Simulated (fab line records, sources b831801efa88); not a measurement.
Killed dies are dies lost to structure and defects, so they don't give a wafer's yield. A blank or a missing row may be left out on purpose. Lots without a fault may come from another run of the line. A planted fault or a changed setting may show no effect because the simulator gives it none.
fab line records | flow sky130
record lots=5 wafers=15 last_day=49
route steps=708 shown RES_XHIGH@341 SD_N@342
lots that met no fault: from a run of the same line without faults
start_h: hours from the record's first day to the start of the lot's first wafer shown | wait_h: hours since the lot's step before | " the same as in the row above | L1.1+2: a row that stands for several wafers | - no value, or no start given | * or withheld: withheld | < > ~ a bound
route shown NAME@n: a module of which the file shows steps, and the number in the route of the first | usual: mean/standard deviation of fault-free wafers | same: alike in all rows | chamber/n: place in a boat | sites: the reading at each site | _std_site: their standard deviation | _edge_site: outer sites' mean less inner sites' | radius_mm: how far each site lies from the wafer's centre | mask NAME#n: copy n | behind: the tool/chamber that last shaped the wafer | hold: why the lot was held/for how many hours/how that ended | device: the transistor (n, p or np) that didn't switch | end of line: the same wafers' tests at the end of the route | a step without rows: its recipe alone | killed: dies lost to structure and defects at the first sort, not the wafer's yield | map: a wafer's dies, x killed, . not, _ none there
set.NAME: the setting as run; set.NAME@STEP: as run at that earlier step | model.NAME: the simulator's own value behind a step, which no gauge read
lots at some steps of the route; a table a step, a row a wafer
services: from which hour (start_h, from the record's first day; less than 0 if before it) a tool's chamber was out of use, for how many hours, and why
## steps
# step SKY_RES_XHIGH_TW_MEAS_09
# usual RES_XHIGH_TW=1635/15
# columns lot.wafer tool chamber start_h wait_h RES_XHIGH_TW
L623.3 film_metro-03 - 639.01 0.1 1627
L623.5 " - " " 1639
L623.6 " - " " 1634
L631.1 film_metro-02 - 695.40 0.1 1619
L631.3 " - " " 1623
L631.5 " - " " 1621
L635.1 film_metro-02 - 722.19 0.1 1628
L635.2 " - " " 1628
L635.6 " - " " 1625
L638.2 film_metro-03 - 745.85 0.1 1652
L638.4 " - " " 1659
L638.5 " - " " 1656
L642.1 film_metro-02 - 772.85 0.1 1622
L642.5 " - " " 1613
L642.6 " - " " 1609
# step SKY_SD_N_DEHYDRATE_00
# recipe temp_c=200 time_s=60
# step SKY_SD_N_HMDS_01
# recipe prime_time_s=60 prime_temp_c=120
# step SKY_SD_N_COAT_02
# recipe resist=NOVOLAK spin_rpm=3000 resist_thk_nm=1140
# step SKY_SD_N_SOFTBAKE_03
# recipe temp_c=90 time_s=60 resist=NOVOLAK
# step SKY_SD_N_EXPOSE_04
# recipe mask_id=NSDM na=0.6 source_shape=conventional sigma_outer=0.6 polarization=unpolarized target_cd_nm=380 dose_mj=141
# step SKY_SD_N_PEB_05
# recipe temp_c=withheld time_s=* resist=NOVOLAK
# step SKY_SD_N_DEVELOP_06
# recipe resist=NOVOLAK developer=TMAH develop_time_s=60 dev_temp_c=23
# step SKY_SD_N_CD_MEAS_07
# recipe target_cd_nm=380
# usual cd_nm=380.3/2.8
# columns lot.wafer tool chamber start_h wait_h cd_nm
L623.3 cd_sem-02 - 666.77 0.1 377.7
L623.5 " - " " 375.7
L623.6 " - " " 379.1
L631.1 cd_sem-01 - 723.19 0.1 380.7
L631.3 " - " " 380.0
L631.5 " - " " 380.9
L635.1 cd_sem-02 - 750.24 0.1 381.5
L635.2 " - " " 383.7
L635.6 " - " " 379.5
L638.2 cd_sem-02 - 773.05 0.1 374.5
L638.4 " - " " 376.6
L638.5 " - " " 375.9
L642.1 cd_sem-01 - 799.71 0.1 381.5
L642.5 " - " " 380.9
L642.6 " - " " 381.6
# step SKY_SD_N_OVL_MEAS_08
# usual SD_N_OVL=0.3/1.1
# columns lot.wafer tool chamber start_h wait_h SD_N_OVL[nm]
L623.3 overlay-01 - 666.86 0.1 -0.1
L623.5 " - " " 1.1
L623.6 " - " " 1.0
L631.1 overlay-02 - 723.31 0.1 1.6
L631.3 " - " " 0.8
L631.5 " - " " 1.6
L635.1 overlay-01 - 750.36 0.1 -0.5
L635.2 " - " " -0.1
L635.6 " - " " -0.2
L638.2 overlay-01 - 773.15 0.1 1.3
L638.4 " - " " 0.2
L638.5 " - " " 0.5
L642.1 overlay-01 - 799.83 0.1 1.3
L642.5 " - " " -1.9
L642.6 " - " " 1.2
# step SKY_SD_N_IMPLANT_09
# recipe species=As energy_kev=50 dose_cm2=4e+15 tilt_deg=0
# step SKY_SD_N_IMPLANT_10
# recipe species=P energy_kev=20 dose_cm2=1e+14 tilt_deg=0
# step SKY_SD_N_STRIP_11
# recipe chemistry=O2/N2 power_w=1400 pressure_mtorr=1500 platen_temp_c=withheld o2_flow_sccm=3000 n2_flow_sccm=300 overash_fraction=0.5
# usual drypump_motor_current_A=5.7/0.39 n2_flow_sccm=300.0/0.91 oes_product_au=0.528/0.0044 strip_time_to_endpoint_s=22.55/0.04
# columns lot.wafer tool chamber start_h wait_h drypump_motor_current_A n2_flow_sccm oes_product_au rf_hours_counter_h strip_time_to_endpoint_s model.NOVOLAK_of_SD_N_COAT_02.thk_nm
L623.3 plasma_asher-02 0 667.22 0.1 6.4 299.2 0.524 - 22.53 0
L623.5 " 1 " " 5.3 298.7 0.534 - 22.58 0
L623.6 " 0 " " 6.4 300.5 0.532 - 22.54 0
L631.1 plasma_asher-02 1 723.65 0.1 5.2 300.7 0.535 30 22.61 0
L631.3 " 0 " " 6.4 300.1 0.523 - 22.61 0
L631.5 " 1 " " 5.2 300.0 0.519 - 22.60 0
L635.1 plasma_asher-01 0 750.70 0.1 5.8 300.4 0.528 64 22.60 0
L635.2 " 1 " " 5.7 299.1 0.526 64 22.52 0
L635.6 " 1 " " 5.7 299.5 0.535 - 22.59 0
L638.2 plasma_asher-02 0 773.48 0.1 6.4 299.3 0.533 35 22.55 0
L638.4 " 0 " " 6.3 300.7 0.526 - 22.54 0
L638.5 " 0 " " 6.4 300.9 0.527 - 22.58 0
L642.1 plasma_asher-01 0 800.17 0.1 5.8 301.0 0.454 69 - 621.5
L642.5 " 0 " " 5.8 301.0 0.457 - - 621.4
L642.6 " 1 " " 5.7 300.7 0.456 - - 620.5
# step SKY_SD_N_TW_MEAS_12
# usual SD_N_TW=3990/28
# columns lot.wafer tool chamber start_h wait_h SD_N_TW
L623.3 film_metro-03 - 667.30 0.1 3980
L623.5 " - " " 4000
L623.6 " - " " 3989
L631.1 film_metro-01 - 723.75 0.1 4019
L631.3 " - " " 4000
L631.5 " - " " 4005
L635.1 film_metro-01 - 750.80 0.1 3997
L635.2 " - " " 3979
L635.6 " - " " 3979
L638.2 film_metro-03 - 773.59 0.1 3976
L638.4 " - " " 3990
L638.5 " - " " 3994
L642.1 film_metro-03 - 800.27 0.1 3997
L642.5 " - " " 3996
L642.6 " - " " 4015
## services
# columns tool chamber start_h hours kind
plasma_asher-02 - 675.09 2.7 repair
plasma_asher-02 - 797.45 2.8 pm
## key
first_sign step=SKY_SD_N_STRIP_11 reading=oes_product_au direction=down sigmas=16 usual=0.528 struck=0.456
effect none on later readings
model_effect step=SKY_SD_N_STRIP_11 value=NOVOLAK_of_SD_N_COAT_02.thk_nm without=0 struck=621.2
met_at SKY_SD_N_STRIP_11
struck_wafers L642.1,L642.5,L642.6
later_rows_left_out L642.1,L642.5,L642.6
sort_left_out L642.1,L642.5,L642.6
tester_left_out L642
onset_between 750.70 800.17
fault kind=strip_aborted tool=plasma_asher-01 chamber=- onset_h=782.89 steps=SKY_SD_N_STRIP_11 offset=0.61177 end_h=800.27
# tester_left_out: of these lots the tester's yield and bins aren't shown, on N5 and GAA mostly nor the transistor test; their killed dies are dies lost to structure and defects alone, not to doping, threshold or leakage, so they don't give the yield
# sort_left_out: the simulated sort isn't trusted on such a fault, so these wafers' sort isn't shown, and their yield isn't known
# later_rows_left_out: the simulator's readings of these wafers behind a module that went badly wrong aren't trusted and aren't shown, but for the sort
